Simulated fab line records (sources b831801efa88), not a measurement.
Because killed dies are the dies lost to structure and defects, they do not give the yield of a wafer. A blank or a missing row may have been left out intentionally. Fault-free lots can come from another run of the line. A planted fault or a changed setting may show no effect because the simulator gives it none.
Struck lot and sound lot, side by side | flow sky130 | 29 out of 708 route steps
Sound: the wafers L858.2, L858.4, L858.5. Struck: wafers L871.1, L871.3, L871.5. The cause is named last.
Each step with rows lists, per side, the tool, then ch with its chambers, then its first start. Under that, the readings that differ: sound wafers | struck wafers | difference of the means | sigmas: that difference in standard deviations of wafers without a fault.
alike: readings whose means differ by less than 2 such deviations, and words and numbers that are the same on both sides. not compared: withheld readings, readings that some wafer has no value for, bounds like >300 that may hide the same value, and numbers for which the record gives no deviation and whose values overlap.
Wherever a step has rows on one side only, a row that says differs or no value, or a row with sigmas, the two part there. When numbers do not overlap yet have no deviation, they are printed without sigmas and do not part them. A reading that every wafer of one side lacks parts them only if that side has two wafers or more.

SKY_LI_CONTACT_OVL_MEAS_13:
  sound: overlay-01 at day 30 12:10; struck: overlay-02 at day 34 12:09
  alike: LI_CONTACT_OVL
then, 1 step without rows for these wafers: SKY_LI_CONTACT_ETCH_14 (etches BARC in N2/H2, stops on SiO2, time 45.9 s, target depth 60 nm).
SKY_LI_CONTACT_ETCH_15: etches PSG in C4F8/O2/Ar, stops on Si, target depth 600 nm.
  sound on rieDiel-01 ch 0,2, day 30 12:14; struck on rieDiel-04 ch 0,1,2, day 34 12:14
  alike: oesProductAu
SKY_LI_CONTACT_STRIP_16: strips in O2/N2.
  sound on plasmaAsher-02 ch 0,1, day 30 12:19; struck on plasmaAsher-04 ch 0,1, day 34 12:19
  alike: drypumpMotorCurrentA, oesProductAu, stripTimeToEndpointS
  not compared: rfHoursCounterH
then, 2 steps without rows for these wafers: SKY_LI_CONTACT_CLEAN_17 (cleans in NMP, time 600 s); SKY_LI_CONTACT_PRE_CLEAN_18 (time 5.6 s).
SKY_LI_CONTACT_SPUTTER_19: material Ti, target thk 20 nm, time 106.37 s.
  sound: pvdSputter-01 at day 30 12:37; struck: pvdSputter-04 at day 34 12:37
  alike: cathodeDcPowerW, chamberPressurePa, throttleValvePct
then, 1 step without rows for these wafers: SKY_LI_CONTACT_SPUTTER_20 (material TiN, target thk 20 nm, time 80 s).
SKY_LI_CONTACT_CVD_21: deposits W, target thk 400 nm, time 120.56 s.
  sound on cvdW-01 ch 1, day 30 12:45; struck on cvdW-01 ch 0,1, day 34 12:45
  alike: heaterPowerW
SKY_LI_CONTACT_RS_MEAS_22: uses a four-point probe to measure.
  sound: filmMetro-02 at day 30 12:53; struck: filmMetro-04 at day 34 12:52
  alike: LI_CONTACT_W_RS
SKY_LI_CONTACT_THK_MEAS_23: measures by xrf.
  sound: filmMetro-02 at day 30 13:00; struck: filmMetro-04 at day 34 12:59
  alike: LI_CONTACT_W_THK
then, 1 step without rows for these wafers: SKY_LI_CONTACT_CMP_24 (polishes, stops on PSG, t overpolish 20 s, target thk 0 nm).
SKY_LOCAL_INTERCONNECT_SPUTTER_00: material TiN, target thk 100 nm, time 83.3 s.
  sound: pvdSputter-03 at day 30 13:21; struck: pvdSputter-01 at day 34 13:21
  no value came back on the struck wafers for cathodeDcPowerW (W), chamberPressurePa (Pa), throttleValvePct (%); on the sound wafers cathodeDcPowerW (W) reads 6497.3 6498.9 6501.6
SKY_LOCAL_INTERCONNECT_RS_MEAS_01: uses a four-point probe to measure.
  sound: filmMetro-03 at day 30 13:26; struck: filmMetro-03 at day 34 13:25
reading                            | sound             | struck | difference                    | sigmas
LOCAL_INTERCONNECT_TIN_RS (ohm/sq) | 13.99 13.92 14.05 | - - -  | no value on the struck wafers | 
SKY_LOCAL_INTERCONNECT_THK_MEAS_02: measures by xrf.
  sound: filmMetro-03 at day 30 13:33; struck: filmMetro-03 at day 34 13:32
reading                         | sound             | struck         | difference | sigmas
LOCAL_INTERCONNECT_TIN_THK (nm) | 104.3 104.5 103.7 | <0.0 <0.0 <0.0 | differs    | 
then, 8 steps without rows for these wafers: SKY_LOCAL_INTERCONNECT_DEHYDRATE_03 (time 60 s); SKY_LOCAL_INTERCONNECT_HMDS_04 (prime time 60 s); SKY_LOCAL_INTERCONNECT_COAT_05 (resist thk 60 nm); SKY_LOCAL_INTERCONNECT_COAT_06 (resist thk 450 nm); SKY_LOCAL_INTERCONNECT_SOFTBAKE_07 (time 90 s); SKY_LOCAL_INTERCONNECT_EXPOSE_08 (exposes mask LI1M, target cd 170 nm); SKY_LOCAL_INTERCONNECT_PEB_09; SKY_LOCAL_INTERCONNECT_DEVELOP_10 (develop time 60 s).
SKY_LOCAL_INTERCONNECT_CD_MEAS_11 targets a cd of 170 nm.
  sound: cdSem-01 at day 31 16:09; struck: cdSem-02 at day 35 16:07
  alike: cdNm
SKY_LOCAL_INTERCONNECT_OVL_MEAS_12:
  sound: overlay-01 at day 31 16:16; struck: overlay-02 at day 35 16:14
  alike: LOCAL_INTERCONNECT_OVL
SKY_LOCAL_INTERCONNECT_ETCH_13: etches BARC in N2/H2, stops on SiO2, time 45.9 s, target depth 60 nm.
  sound on rieMetal-04 ch 1, day 31 16:19; struck on rieMetal-04 ch 0,1, day 35 16:16
  alike: drypumpMotorCurrentA, oesProductAu, throttleValvePct
  not compared: rfHoursCounterH
SKY_LOCAL_INTERCONNECT_METAL_ETCH_14: etches TiN in Cl2/BCl3, stops on PSG, target depth 110 nm, time 31.4 s.
  sound on rieMetal-04 ch 1, day 31 16:26; struck on rieMetal-04 ch 0,1, day 35 16:20
reading              | sound                | struck               | difference | sigmas
oesProductAu (a.u.)  | 0.956 0.942 0.945    | 0.486 0.479 0.488    | -0.463     | -64
throttleValvePct (%) | 21.901 21.894 21.886 | 22.193 22.186 22.187 | +0.295     | +31
  alike: drypumpMotorCurrentA
  not compared: rfHoursCounterH
then, 1 step without rows for these wafers: SKY_LOCAL_INTERCONNECT_STRIP_15 (strips in O2/N2).
-- the record jumps here: 14 days lie between the struck wafers' starts before and after (it left off in module LOCAL_INTERCONNECT and takes up again in module PAD_OPEN, whose first step shown is number 708 of the route) --
SKY_PAD_OPEN_PROBE_99:
  only the struck wafers here have rows in the record (prober-02, day 49 17:08); the sound ones have none

WHERE THEY PART
First at SKY_LOCAL_INTERCONNECT_SPUTTER_00; last, within this record, at SKY_PAD_OPEN_PROBE_99.

WHY: what had been put in by the simulator
Beginning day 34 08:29, the whole step at SKY_LOCAL_INTERCONNECT_SPUTTER_00 was skipped on pvdSputter-01. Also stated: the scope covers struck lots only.
